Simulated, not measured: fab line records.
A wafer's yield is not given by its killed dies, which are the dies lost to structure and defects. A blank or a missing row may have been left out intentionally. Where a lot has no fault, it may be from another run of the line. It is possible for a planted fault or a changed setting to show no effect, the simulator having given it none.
Which of the tools did it? | flow sky130 | at 1 step of a route of 708, 12 lots with 36 wafers sampled

## WHAT EACH GAUGE READ, for each wafer
SKY_NWELL_OVL_MEAS_23.
lot  | measured     | on         | NWELL_01_OVL (nm)
L075 | day 5 12:39  | overlay-01 | -0.2 0.1 0.1
L077 | day 6 04:59  | overlay-02 | -1.1 -1.8 -0.3
L079 | day 6 15:33  | overlay-02 | -0.5 -0.5 0.4
L081 | day 7 04:47  | overlay-02 | -3.1 -2.9 -2.0
L083 | day 7 14:52  | overlay-01 | 1.5 2.0 -0.4
L085 | day 8 02:05  | overlay-01 | -1.1 -1.6 0.0
L087 | day 8 21:03  | overlay-02 | -0.7 -2.9 -1.7
L088 | day 9 03:37  | overlay-01 | -0.3 -0.7 -1.9
L091 | day 9 11:19  | overlay-01 | -1.2 -1.2 -0.2
L093 | day 10 03:13 | overlay-01 | 0.1 -0.9 -1.3
L095 | day 10 13:13 | overlay-01 | -2.8 -2.4 -2.3
L097 | day 11 01:09 | overlay-02 | -0.3 -0.5 1.1

## WHAT TOOL EACH LOT RAN ON (gives the tool, then ch and the chambers of the sampled wafers, and finally the start)
No process step before these readings appears in the record.

## THE ANSWER, worked out from the rows above alone
Rule: usual is defined by the lots themselves. The widest of any qualifying gaps counts: lots, ordered by their means at a reading, are off when they make up no more than a third of the lots, leave a main group of 4 or more, and stand apart from it by 3 or more times the standard deviation of that group's means. A main group whose means are all the same, to the digits that the tables above print for the reading, isn't used. A lot without any number at a reading at which 4 lots or more have one is off too. All remaining lots with rows at the step are treated as sound.
No lot is off at any reading shown: from this, nothing can be told.

## WHAT THE SIMULATOR PUT IN
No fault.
